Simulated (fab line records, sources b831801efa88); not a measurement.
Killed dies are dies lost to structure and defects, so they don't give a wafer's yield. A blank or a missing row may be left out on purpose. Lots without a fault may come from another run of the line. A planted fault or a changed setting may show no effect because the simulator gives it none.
Chamber matching | flow sfq_line | SFQ_TRILAYER_I1_VIA_BARC_OPEN_VIA_ETCH_071 on rie_diel-04: 4 sister chambers
The step etches BARC in O2, target depth 125 nm, time 41.7 s. 14 wafers are shown with their chamber, then 7 later ones without.

WAFERS WITH THEIR CHAMBER
wafer  | chamber | drypump_motor_current_A (A) | oes_product_au (a.u.)
L964.2 | 1       | 5.6                         | 0.688
L964.3 | 2       | 4.7                         | 0.688
L964.4 | 0       | 6.5                         | 0.689
L967.1 | 3       | 4.9                         | 0.690
L967.4 | 2       | 4.7                         | 0.680
L967.6 | 3       | 4.9                         | 0.688
L970.4 | 1       | 5.6                         | 0.689
L970.5 | 2       | 4.7                         | 0.683
L970.6 | 1       | 5.6                         | 0.692
L974.3 | 3       | 4.9                         | 0.685
L974.4 | 2       | 4.7                         | 0.688
L974.5 | 3       | 5.0                         | 0.690
L982.1 | 2       | 4.6                         | 0.680
L982.5 | 0       | 6.6                         | 0.687

SIGNATURES (means of the wafers above)
reading                 | chamber 0 | chamber 1 | chamber 2 | chamber 3 | scatter within a chamber
drypump_motor_current_A | 6.550     | 5.600     | 4.680     | 4.925     | 0.0453
oes_product_au          | 0.68800   | 0.68967   | 0.68380   | 0.68825   | 0.00304
Rule: a wafer's distance from a chamber is the root of the sum, over the readings, of the square of ((its reading less the chamber's mean) divided by the reading's scatter). The wafer belongs to the nearest chamber; if the next one is less than 2 further off, it can't be placed. The scatter: the root of (the sum of the squares of (reading less its chamber's mean) over the shown wafers, divided by (wafers less chambers)).

WAFERS WITHOUT THEIR CHAMBER
wafer  | drypump_motor_current_A (A) | oes_product_au (a.u.)
L982.6 | 4.9                         | 0.678
L984.2 | 4.7                         | 0.680
L984.4 | 5.0                         | 0.688
L984.6 | 6.6                         | 0.686
L987.1 | 4.9                         | 0.688
L987.3 | 6.6                         | 0.694
L987.6 | 6.6                         | 0.674

WHICH CHAMBER EACH WENT THROUGH
wafer  | from the rows above     | in truth
L982.6 | can't be placed: 3 or 2 | 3
L984.2 | 2                       | 2
L984.4 | 3                       | 3
L984.6 | 0                       | 0
L987.1 | 3                       | 3
L987.3 | 0                       | 0
L987.6 | 0                       | 0
Placed correctly: 6 of 7. Can't be placed from these rows: 1 (the true chamber is among the candidates in 1). Placed wrongly: 0.
